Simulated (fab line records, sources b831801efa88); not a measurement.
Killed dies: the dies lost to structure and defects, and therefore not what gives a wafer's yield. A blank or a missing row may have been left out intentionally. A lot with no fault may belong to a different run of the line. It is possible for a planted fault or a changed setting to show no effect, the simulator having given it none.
Matching of chambers -- flow gf180mcu -- 4 sister chambers for GF_V4_CMP_04 on cmp-01
The step polishes SiO2. 8 wafers are shown with their chamber, then 10 later ones without.

== WAFERS WITH THEIR CHAMBER ==
wafer,chamber,time-to-endpoint-s (s),motor-current-A (A)
L816.6,1,72,12.7
L817.1,2,67,12.4
L817.3,1,72,11.8
L817.4,0,70,12.5
L823.3,0,71,12.9
L823.6,3,77,12.5
L828.4,3,86,12.7
L828.5,2,85,11.9

== WAFERS WITHOUT THEIR CHAMBER ==
wafer,time-to-endpoint-s (s),motor-current-A (A)
L828.6,81,12.3
L829.1,77,12.4
L829.3,72,12.9
L829.6,83,12.0
L830.3,75,12.1
L830.4,79,12.7
L830.6,81,12.5
L831.1,77,12.8
L831.3,76,12.3
L831.4,82,11.8

== THE CHAMBER EACH PASSED THROUGH ==
wafer,from the rows above,in truth
L828.6,can't be placed: 3 or 2 or 1 or 0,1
L829.1,can't be placed: 2 or 1 or 3 or 0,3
L829.3,can't be placed: 0 or 3 or 1 or 2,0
L829.6,can't be placed: 2 or 3 or 1 or 0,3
L830.3,can't be placed: 2 or 1 or 3 or 0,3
L830.4,can't be placed: 3 or 0 or 2 or 1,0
L830.6,can't be placed: 3 or 2 or 1 or 0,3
L831.1,can't be placed: 3 or 0 or 1 or 2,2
L831.3,can't be placed: 2 or 1 or 3 or 0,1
L831.4,can't be placed: 2 or 1 or 3 or 0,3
0 of 10 placed correctly. From these rows, 10 cannot be placed; in 10 the true chamber is one of the candidates. 0 placed wrongly.
How it was worked out, from the rows above alone: a wafer's distance from a chamber is the root of the sum, over the readings, of the square of ((its reading less the chamber's mean) divided by the reading's scatter). If the next closest chamber is less than 2 further off than the closest, the wafer can't be placed; otherwise it belongs to the closest. For every chamber, the mean is computed from those of its wafers that are shown. How the scatter is found: for the shown wafers, subtract from each reading the mean of its chamber, square and add these, divide the total by (wafers less chambers), then take the root.
